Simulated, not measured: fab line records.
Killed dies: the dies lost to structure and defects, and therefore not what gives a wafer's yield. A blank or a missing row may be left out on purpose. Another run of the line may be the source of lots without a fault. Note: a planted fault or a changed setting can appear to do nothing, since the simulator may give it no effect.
Which of the tools did it? -- flow gf180mcu -- 13 lots, 39 wafers sampled, at 6 steps of a route of 602

## WHAT THE GAUGES READ, wafer by wafer
GF_PSD_TW_MEAS_11. Usual: PSD_TW gives 3153 (standard deviation 30).
lot,measured,on,PSD_TW,flag
L688,day 14 03:48,film metro-04,3178 3179 3198,
L690,day 14 22:08,film metro-03,3141 3148 3124,
L691,day 15 08:01,film metro-03,3130 3138 3135,
L693,day 16 00:44,film metro-03,3122 3135 3125,
L694,day 16 05:27,film metro-01,3170 3170 3183,
L695,day 16 20:26,film metro-03,3132 3145 3123,
L697,day 17 10:32,film metro-04,3192 3185 3188,
L702,day 19 07:41,film metro-04,30 30 30,OFF
L704,day 19 18:43,film metro-03,3128 3106 3111,
L705,day 20 05:02,film metro-01,3193 3187 3185,
L706,day 20 11:49,film metro-03,3130 3126 3133,
L707,day 20 22:46,film metro-03,3125 3129 3124,
L708,day 21 09:07,film metro-03,3141 3117 3127,

GF_SAB_CD_MEAS_09 targets a cd of 420 nm. Usual: 420.5 nm for cd nm, sd 2.3.
lot,measured,on,cd nm (nm),flag
L688,day 15 00:39,cd sem-01,418.0 419.8 419.7,
L690,day 15 20:14,cd sem-02,419.1 418.1 416.6,
L691,day 16 05:46,cd sem-02,418.7 418.1 419.7,
L693,day 16 23:35,cd sem-02,420.4 421.7 422.1,
L694,day 17 04:16,cd sem-01,417.2 415.1 419.0,
L695,day 17 20:14,cd sem-02,417.3 418.9 418.3,
L697,day 18 11:28,cd sem-02,423.2 424.8 422.9,
L702,day 20 07:29,cd sem-01,422.3 422.4 422.4,
L704,day 20 19:25,cd sem-01,425.2 421.5 420.8,
L705,day 21 05:17,cd sem-02,417.7 420.6 418.1,
L706,day 21 12:47,cd sem-01,419.5 418.5 421.6,
L707,day 21 22:05,cd sem-01,421.9 421.6 418.5,
L708,day 22 08:47,cd sem-01,420.5 420.2 420.4,

## TOOL THAT RAN EACH LOT (tool first, then ch and the chambers of the sampled wafers, then the start)
lot,GF_HV_LDD_RTA_52,GF_NSD_STRIP_11,GF_PSD_STRIP_10,GF_PSD_RTA_13
L688,"rtp anneal-02 ch 0, day 12 09:01","plasma asher-01 ch 0,1, day 13 07:53","plasma asher-01 ch 0,1, day 14 03:41","rtp anneal-02 ch 0, day 14 03:55"
L690,"rtp anneal-01 ch 0, day 13 01:39","plasma asher-04 ch 0,1, day 14 01:14","plasma asher-01 ch 0,1, day 14 22:02","rtp anneal-01 ch 0, day 14 22:15"
L691,"rtp anneal-01 ch 0, day 13 10:31","plasma asher-03 ch 0,1, day 14 11:29","plasma asher-02 ch 0,1, day 15 07:55","rtp anneal-01 ch 0, day 15 08:08"
L693,"rtp anneal-01 ch 0, day 14 02:54","plasma asher-01 ch 0,1, day 15 02:32","plasma asher-01 ch 1, day 16 00:38","rtp anneal-02 ch 0, day 16 00:51"
L694,"rtp anneal-02 ch 0, day 14 06:37","plasma asher-04 ch 0,1, day 15 07:16","plasma asher-01 ch 0,1, day 16 05:22","rtp anneal-01 ch 0, day 16 05:35"
L695,"rtp anneal-01 ch 0, day 14 21:42","plasma asher-01 ch 0,1, day 15 22:11","plasma asher-04 ch 0,1, day 16 20:20","rtp anneal-02 ch 0, day 16 20:33"
L697,"rtp anneal-01 ch 0, day 15 10:46","plasma asher-03 ch 0,1, day 16 11:46","plasma asher-04 ch 0,1, day 17 10:28","rtp anneal-01 ch 0, day 17 10:40"
L702,"rtp anneal-01 ch 0, day 17 04:38","plasma asher-03 ch 0,1, day 18 07:26","plasma asher-01 ch 0,1, day 19 07:35","rtp anneal-02 ch 0, day 19 07:48"
L704,"rtp anneal-01 ch 0, day 17 15:46","plasma asher-03 ch 0,1, day 18 18:10","plasma asher-01 ch 0,1, day 19 18:37","rtp anneal-01 ch 0, day 19 18:52"
L705,"rtp anneal-02 ch 0, day 18 00:33","plasma asher-03 ch 0,1, day 19 03:44","plasma asher-01 ch 0, day 20 04:55","rtp anneal-02 ch 0, day 20 05:09"
L706,"rtp anneal-01 ch 0, day 18 07:08","plasma asher-03 ch 0,1, day 19 10:56","plasma asher-01 ch 0,1, day 20 11:43","rtp anneal-01 ch 0, day 20 11:56"
L707,"rtp anneal-01 ch 0, day 18 18:26","plasma asher-01 ch 0,1, day 19 21:44","plasma asher-01 ch 0,1, day 20 22:40","rtp anneal-01 ch 0, day 20 22:53"
L708,"rtp anneal-01 ch 0, day 19 04:26","plasma asher-03 ch 0,1, day 20 08:40","plasma asher-01 ch 0,1, day 21 09:01","rtp anneal-01 ch 0, day 21 09:14"
- GF_HV_LDD_RTA_52: time 10 s.
- GF_NSD_STRIP_11: strips in O2/N2.
- GF_PSD_STRIP_10: strips in O2/N2.
- GF_PSD_RTA_13: time 20 s.

## AS READ BY THE TOOLS THEMSELVES (means over the sampled wafers that have a number; for cases with no such wafer, the mark the record gives instead)
GF_HV_LDD_RTA_52. Usual: lamp power pct 34 %, standard deviation 3.4; wafer_temp_C_max 1006.8, standard deviation 1.8.
lot,tool,lamp power pct (%),wafer_temp_C_max,flag
L688,rtp anneal-02,29,1004.9,
L690,rtp anneal-01,36,1009.0,
L691,rtp anneal-01,36,1006.1,
L693,rtp anneal-01,36,1008.3,
L694,rtp anneal-02,29,1005.5,
L695,rtp anneal-01,36,1006.9,
L697,rtp anneal-01,36,1009.5,
L702,rtp anneal-01,36,1007.1,
L704,rtp anneal-01,36,1008.8,
L705,rtp anneal-02,29,1006.8,
L706,rtp anneal-01,36,1008.4,
L707,rtp anneal-01,36,1007.5,
L708,rtp anneal-01,36,1007.0,

GF_NSD_STRIP_11. Usual: chamber pressure mTorr 1500.1 mTorr, standard deviation 1.4; drypump motor current A 5.8 A, standard deviation 0.48; heater power w 334 W, standard deviation 27; oes product au 0.487 a.u., standard deviation 0.0044; strip time to endpoint s 22.97 s, standard deviation 0.039.
lot,tool,chamber pressure mTorr (mTorr),drypump motor current A (A),heater power w (W),oes product au (a.u.),strip time to endpoint s (s),flag
L688,plasma asher-01,1501.5,5.9,313,0.487,22.92,
L690,plasma asher-04,1500.3,5.4,354,0.485,23.00,
L691,plasma asher-03,1501.0,5.8,347,0.483,22.93,
L693,plasma asher-01,1500.7,5.9,319,0.489,22.97,
L694,plasma asher-04,1500.1,5.3,353,0.484,22.99,
L695,plasma asher-01,1499.5,5.9,320,0.488,22.95,
L697,plasma asher-03,1499.3,6.2,321,0.485,23.00,
L702,plasma asher-03,-,-,-,-,-,OFF
L704,plasma asher-03,1499.8,5.8,341,0.487,23.01,
L705,plasma asher-03,1500.9,5.8,343,0.489,22.98,
L706,plasma asher-03,1499.1,6.2,319,0.494,22.96,
L707,plasma asher-01,1500.3,5.9,331,0.489,23.00,
L708,plasma asher-03,1500.5,5.8,341,0.490,23.00,

GF_PSD_STRIP_10. Usual: chamber pressure mTorr 1500.2 mTorr, standard deviation 1.3; drypump motor current A 5.7 A, standard deviation 0.31; heater power w 332 W, standard deviation 25; oes product au 0.591 a.u., standard deviation 0.005; strip time to endpoint s 16.52 s, standard deviation 0.038.
lot,tool,chamber pressure mTorr (mTorr),drypump motor current A (A),heater power w (W),oes product au (a.u.),strip time to endpoint s (s),flag
L688,plasma asher-01,1498.5,5.9,321,0.597,16.47,
L690,plasma asher-01,1499.9,5.9,317,0.593,16.54,
L691,plasma asher-02,1501.7,5.2,326,0.591,16.52,
L693,plasma asher-01,1501.0,6.0,348,0.593,16.59,
L694,plasma asher-01,1499.3,5.9,317,0.595,16.55,
L695,plasma asher-04,1500.1,5.4,352,0.591,16.47,
L697,plasma asher-04,1499.6,5.3,359,0.593,16.53,
L702,plasma asher-01,1499.8,5.9,319,0.660,31.47,OFF
L704,plasma asher-01,1501.0,5.9,334,0.592,16.49,
L705,plasma asher-01,1501.2,5.8,304,0.590,16.56,
L706,plasma asher-01,1499.5,5.9,328,0.592,16.55,
L707,plasma asher-01,1499.0,5.9,332,0.592,16.52,
L708,plasma asher-01,1502.0,5.9,319,0.591,16.50,

GF_PSD_RTA_13. Usual: lamp power pct 34 %, standard deviation 3.6; wafer_temp_C_max 1031.4, standard deviation 1.7.
lot,tool,lamp power pct (%),wafer_temp_C_max,flag
L688,rtp anneal-02,30,1030.3,
L690,rtp anneal-01,38,1031.9,
L691,rtp anneal-01,38,1033.4,
L693,rtp anneal-02,30,1030.4,
L694,rtp anneal-01,38,1033.5,
L695,rtp anneal-02,30,1030.1,
L697,rtp anneal-01,38,1032.5,
L702,rtp anneal-02,30,1030.0,
L704,rtp anneal-01,38,1033.9,
L705,rtp anneal-02,30,1030.3,
L706,rtp anneal-01,38,1032.4,
L707,rtp anneal-01,38,1032.5,
L708,rtp anneal-01,38,1033.0,

## THE ANSWER, worked out from the rows above alone
Rule: a lot counts as off when the mean over its wafers that have a number is more than 3 standard deviations away from the usual mean. A lot without any number at a reading at which 4 lots or more have one is off too. Any other lot the step has rows for is counted as sound. Order of review: gauges by route order, followed by the tools' own readings, for which a lot's mean as printed above is used. The first step at which some lot is off is used, and at that step the reading that is off furthest; a lot without a number counts as furthest.
Off: L702, seen at GF_PSD_TW_MEAS_11 (PSD_TW).
A tool fits if, at a process step before that reading, it ran every lot that is off, and no sound lot after the first of them. Not tried: the gauges at GF_PSD_TW_MEAS_11; whatever is off there is also off at GF_NSD_STRIP_11, on other tools, and gauge error can't account for it. Of those tried, none fits.

## WHAT THE SIMULATOR PUT IN
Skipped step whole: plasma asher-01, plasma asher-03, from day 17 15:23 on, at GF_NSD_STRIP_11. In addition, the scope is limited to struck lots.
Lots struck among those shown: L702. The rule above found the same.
